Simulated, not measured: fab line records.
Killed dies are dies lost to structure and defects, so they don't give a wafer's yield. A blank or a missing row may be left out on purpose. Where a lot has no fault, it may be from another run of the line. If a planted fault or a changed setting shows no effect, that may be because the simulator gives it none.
fab line records    flow gf180mcu    part 2 of 2: steps 31 to 41 of 41
[record] lots = 5  wafers = 15  last-day = 33
route steps=602 shown POLY_GATE@174 HV_LDD@176
lots with no fault: from the same line, run without faults
start-h: the number of hours between the record's first day and the start of the first shown wafer of the lot    wait-h: time in hours since the lot's previous step    " repeats the value in the row above    L1.1+2: one row covering several wafers at once    - no value, or no start given    * or withheld: withheld    < > ~ a bound
route shown NAME@n: a module of which the file shows steps, and the number in the route of the first    usual: the fault-free wafers' mean and standard deviation    same: alike in all rows    chamber/n: place in a boat    sites: each site's reading    _std_site: the values' standard deviation    _edge_site: the outer-site mean with the inner-site mean subtracted    radius-mm: how far each site lies from the wafer's centre    mask NAME#n: copy n    behind: tool/chamber where the wafer was last shaped    hold: cause of the lot's hold/its duration in hours/its outcome    device: whichever transistor did not switch (one of n, p or np)    end of line: tests of these same wafers at the route's end    for a step that has no rows: nothing shown but its recipe    killed: count of dies lost to structure and defects at first sort (not the wafer's yield)    map: the dies of a wafer, with x for killed, . for not killed, _ for no die there
set.NAME: setting as actually run; set.NAME@STEP: the setting as run at that earlier step    model.NAME: the simulator's own value behind a step, which no gauge read
lots at some steps of the route; a table a step, a row a wafer
services: a tool's chamber out of use, with start hour (start-h, from the record's first day; less than 0 if before it), hours out, and reason
[[steps]]
[step GF_HV_LDD_EXPOSE_28]
[recipe] mask-id = Nplus_HV_AREA  target-cd-nm = 400  na = 0.6  source-shape = conventional  sigma-outer = 0.6  dose-mj = 140
[usual] focus-offset-nm = 0.0/0.51
lot.wafer  tool              chamber  start-h  wait-h  mask             focus-offset-nm
L080.1     iline-stepper-02  0        -        -       Nplus_HV_AREA#0  -0.2
L080.3     "                 0        "        "       Nplus_HV_AREA#0  -0.1
L080.6     "                 0        "        "       Nplus_HV_AREA#0  0.1
L082.2     iline-stepper-02  0        -        -       Nplus_HV_AREA#0  -0.2
L082.3     "                 0        "        "       Nplus_HV_AREA#0  -0.3
L082.4     "                 0        "        "       Nplus_HV_AREA#0  0.2
L086.1     iline-stepper-02  0        -        -       Nplus_HV_AREA#0  0.1
L086.4     "                 0        "        "       Nplus_HV_AREA#0  0.0
L086.6     "                 0        "        "       Nplus_HV_AREA#0  0.0
L091.1     iline-stepper-01  0        -        -       Nplus_HV_AREA#0  1.0
L091.3     "                 0        "        "       Nplus_HV_AREA#0  0.6
L091.6     "                 0        "        "       Nplus_HV_AREA#0  0.1
L092.1     iline-stepper-01  0        -        -       Nplus_HV_AREA#0  -0.3
L092.4     "                 0        "        "       Nplus_HV_AREA#0  -0.6
L092.6     "                 0        "        "       Nplus_HV_AREA#0  -0.4
[step GF_HV_LDD_PEB_29]
[recipe] temp-c = withheld  time-s = *  resist = NOVOLAK
lot.wafer   tool            chamber  start-h  wait-h
L080.1+3+6  litho-track-03  0        -        -
L082.2+3+4  litho-track-02  0        -        -
L086.1+4+6  litho-track-03  0        -        -
L091.1+3+6  litho-track-02  0        -        -
L092.1+4+6  litho-track-03  0        -        -
[step GF_HV_LDD_DEVELOP_30]
[recipe] develop-time-s = 60  dev-temp-c = 23
lot.wafer   tool            chamber  start-h  wait-h
L080.1+3+6  litho-track-03  0        301.71   0.1
L082.2+3+4  litho-track-02  0        320.17   0.1
L086.1+4+6  litho-track-03  0        348.66   0.1
L091.1+3+6  litho-track-02  0        386.14   0.1
L092.1+4+6  litho-track-03  0        394.21   0.1
[step GF_HV_LDD_CD_MEAS_31]
[recipe] target-cd-nm = 400
[usual] cd-nm = 399.8/2.5
lot.wafer  tool       chamber  start-h  wait-h  cd-nm
L080.1     cd-sem-01  -        301.86   0.1     401.9
L080.3     "          -        "        "       399.5
L080.6     "          -        "        "       400.7
L082.2     cd-sem-01  -        320.31   0.1     397.8
L082.3     "          -        "        "       398.8
L082.4     "          -        "        "       402.4
L086.1     cd-sem-02  -        348.81   0.1     400.5
L086.4     "          -        "        "       397.7
L086.6     "          -        "        "       397.7
L091.1     cd-sem-01  -        386.29   0.1     400.5
L091.3     "          -        "        "       396.4
L091.6     "          -        "        "       396.8
L092.1     cd-sem-01  -        394.42   0.2     401.8
L092.4     "          -        "        "       400.9
L092.6     "          -        "        "       401.4
[step GF_HV_LDD_OVL_MEAS_32]
[usual] HV_LDD_02_OVL = -0.9/2.3
lot.wafer  tool        chamber  start-h  wait-h  HV_LDD_02_OVL[nm]
L080.1     overlay-01  -        301.98   0.1     -2.5
L080.3     "           -        "        "       -0.4
L080.6     "           -        "        "       -1.7
L082.2     overlay-02  -        320.42   0.1     -1.5
L082.3     "           -        "        "       0.5
L082.4     "           -        "        "       -1.0
L086.1     overlay-02  -        348.93   0.1     -2.1
L086.4     "           -        "        "       -1.0
L086.6     "           -        "        "       -0.1
L091.1     overlay-02  -        386.41   0.1     1.9
L091.3     "           -        "        "       3.2
L091.6     "           -        "        "       1.4
L092.1     overlay-01  -        394.54   0.1     -2.5
L092.4     "           -        "        "       -2.1
L092.6     "           -        "        "       -1.0
[step GF_HV_LDD_IMPLANT_33]
[recipe] species = P  energy-kev = 60  dose-cm2 = 7.818e+12  tilt-deg = 30  rotation-deg = 0
[usual] beam-energy-keV = 60.001/0.019
lot.wafer  tool          chamber  start-h  wait-h  beam-energy-keV
L080.1     implanter-02  0        302.02   0.0     59.983
L080.3     "             0        "        "       59.986
L080.6     "             0        "        "       59.991
L082.2     implanter-04  0        320.48   0.0     60.008
L082.3     "             0        "        "       59.995
L082.4     "             0        "        "       60.023
L086.1     implanter-04  0        348.97   0.0     60.012
L086.4     "             0        "        "       60.002
L086.6     "             0        "        "       60.000
L091.1     implanter-02  0        386.45   0.0     59.982
L091.3     "             0        "        "       59.984
L091.6     "             0        "        "       60.003
L092.1     implanter-01  0        394.58   0.0     59.978
L092.4     "             0        "        "       59.973
L092.6     "             0        "        "       59.982
[step GF_HV_LDD_IMPLANT_34]
[recipe] species = P  energy-kev = 60  dose-cm2 = 7.5e+12  tilt-deg = 30  rotation-deg = 90
[usual] beam-energy-keV = 59.998/0.017
lot.wafer  tool          chamber  start-h  wait-h  beam-energy-keV
L080.1     implanter-02  0        302.17   0.1     60.008
L080.3     "             0        "        "       60.001
L080.6     "             0        "        "       59.993
L082.2     implanter-04  0        320.63   0.1     59.994
L082.3     "             0        "        "       59.987
L082.4     "             0        "        "       59.986
L086.1     implanter-04  0        349.12   0.1     59.992
L086.4     "             0        "        "       60.004
L086.6     "             0        "        "       59.995
L091.1     implanter-02  0        386.60   0.1     60.017
L091.3     "             0        "        "       59.995
L091.6     "             0        "        "       60.024
L092.1     implanter-01  0        394.73   0.1     59.988
L092.4     "             0        "        "       59.986
L092.6     "             0        "        "       59.981
[step GF_HV_LDD_IMPLANT_35]
[recipe] species = P  energy-kev = 60  dose-cm2 = 7.5e+12  tilt-deg = 30  rotation-deg = 180
[usual] beam-energy-keV = 59.998/0.019
lot.wafer  tool          chamber  start-h  wait-h  beam-energy-keV
L080.1     implanter-02  0        302.32   0.1     60.038
L080.3     "             0        "        "       60.035
L080.6     "             0        "        "       59.982
L082.2     implanter-04  0        320.78   0.1     59.976
L082.3     "             0        "        "       60.003
L082.4     "             0        "        "       59.985
L086.1     implanter-04  0        349.27   0.1     60.007
L086.4     "             0        "        "       59.992
L086.6     "             0        "        "       60.015
L091.1     implanter-02  0        386.75   0.1     59.964
L091.3     "             0        "        "       59.991
L091.6     "             0        "        "       59.980
L092.1     implanter-01  0        394.88   0.1     60.008
L092.4     "             0        "        "       60.014
L092.6     "             0        "        "       59.998
[step GF_HV_LDD_IMPLANT_36]
[recipe] species = P  energy-kev = 60  dose-cm2 = 7.5e+12  tilt-deg = 30  rotation-deg = 270
[usual] beam-energy-keV = 60.001/0.018
lot.wafer  tool          chamber  start-h  wait-h  beam-energy-keV
L080.1     implanter-02  0        302.47   0.1     60.009
L080.3     "             0        "        "       60.023
L080.6     "             0        "        "       59.981
L082.2     implanter-04  0        320.93   0.1     59.991
L082.3     "             0        "        "       59.991
L082.4     "             0        "        "       60.005
L086.1     implanter-04  0        349.42   0.1     60.006
L086.4     "             0        "        "       60.029
L086.6     "             0        "        "       60.026
L091.1     implanter-02  0        386.90   0.1     59.989
L091.3     "             0        "        "       59.983
L091.6     "             0        "        "       59.988
L092.1     implanter-01  0        395.03   0.1     60.001
L092.4     "             0        "        "       59.991
L092.6     "             0        "        "       59.995
[step GF_HV_LDD_STRIP_37]
[recipe] chemistry = O2/N2  power-w = 1400  pressure-mtorr = 1500  platen-temp-c = 250  o2-flow-sccm = 3000  n2-flow-sccm = 300  overash-fraction = 0.5
[usual] drypump-motor-current-A = 5.66/0.24  heater-power-w = 317/16  oes-product-au = 0.716/0.0041  strip-time-to-endpoint-s = 12.66/0.034
lot.wafer  tool             chamber  start-h  wait-h  drypump-motor-current-A  heater-power-w  oes-product-au  rf-hours-counter-h  strip-time-to-endpoint-s
L080.1     plasma-asher-03  0        302.62   0.1     5.78                     334             0.712           62                  12.69
L080.3     "                0        "        "       5.76                     327             0.727           -                   12.65
L080.6     "                1        "        "       5.34                     309             0.712           -                   12.68
L082.2     plasma-asher-03  1        321.05   0.1     5.31                     316             0.711           64                  12.72
L082.3     "                0        "        "       5.78                     332             0.718           -                   12.69
L082.4     "                1        "        "       5.31                     316             0.718           -                   12.70
L086.1     plasma-asher-03  0        349.57   0.1     5.75                     323             0.721           67                  12.68
L086.4     "                0        "        "       5.77                     329             0.715           -                   12.71
L086.6     "                0        "        "       5.77                     325             0.720           -                   12.69
L091.1     plasma-asher-03  1        387.05   0.1     5.36                     321             0.722           71                  12.59
L091.3     "                0        "        "       5.79                     331             0.712           -                   12.63
L091.6     "                1        "        "       5.35                     318             0.717           -                   12.61
L092.1     plasma-asher-01  0        395.18   0.1     5.61                     283             0.714           29                  12.65
L092.4     "                0        "        "       5.62                     281             0.718           -                   12.65
L092.6     "                1        "        "       5.93                     319             0.713           -                   12.68
[step GF_HV_LDD_TW_MEAS_38]
[usual] HV_LDD_3_TW = 1438/9
lot.wafer  tool           chamber  start-h  wait-h  HV_LDD_3_TW
L080.1     film-metro-02  -        302.72   0.1     1429
L080.3     "              -        "        "       1426
L080.6     "              -        "        "       1437
L082.2     film-metro-03  -        321.16   0.1     1445
L082.3     "              -        "        "       1442
L082.4     "              -        "        "       1443
L086.1     film-metro-03  -        349.67   0.1     1445
L086.4     "              -        "        "       1444
L086.6     "              -        "        "       1444
L091.1     film-metro-03  -        387.15   0.1     1442
L091.3     "              -        "        "       1444
L091.6     "              -        "        "       1444
L092.1     film-metro-03  -        395.28   0.1     1444
L092.4     "              -        "        "       1448
L092.6     "              -        "        "       1444
[[services]]
tool              chamber  start-h  hours  kind
iline-stepper-01  0        239.32   -      calibration
iline-stepper-02  -        261.30   4.3    pm
iline-stepper-01  -        270.25   1.1    repair
iline-stepper-02  -        276.46   1.7    pm
implanter-01      -        280.82   2.1    repair
implanter-02      -        297.69   0.8    repair
implanter-01      -        320.70   36.5   pm
iline-stepper-01  -        326.08   5.8    repair
plasma-asher-01   -        329.43   1.4    repair
implanter-02      -        330.78   1.4    repair
iline-stepper-01  -        331.83   1.7    pm
implanter-01      -        366.08   5.0    repair
implanter-02      -        371.73   1.4    repair
implanter-01      -        380.83   3.7    repair
implanter-02      -        391.26   3.9    repair
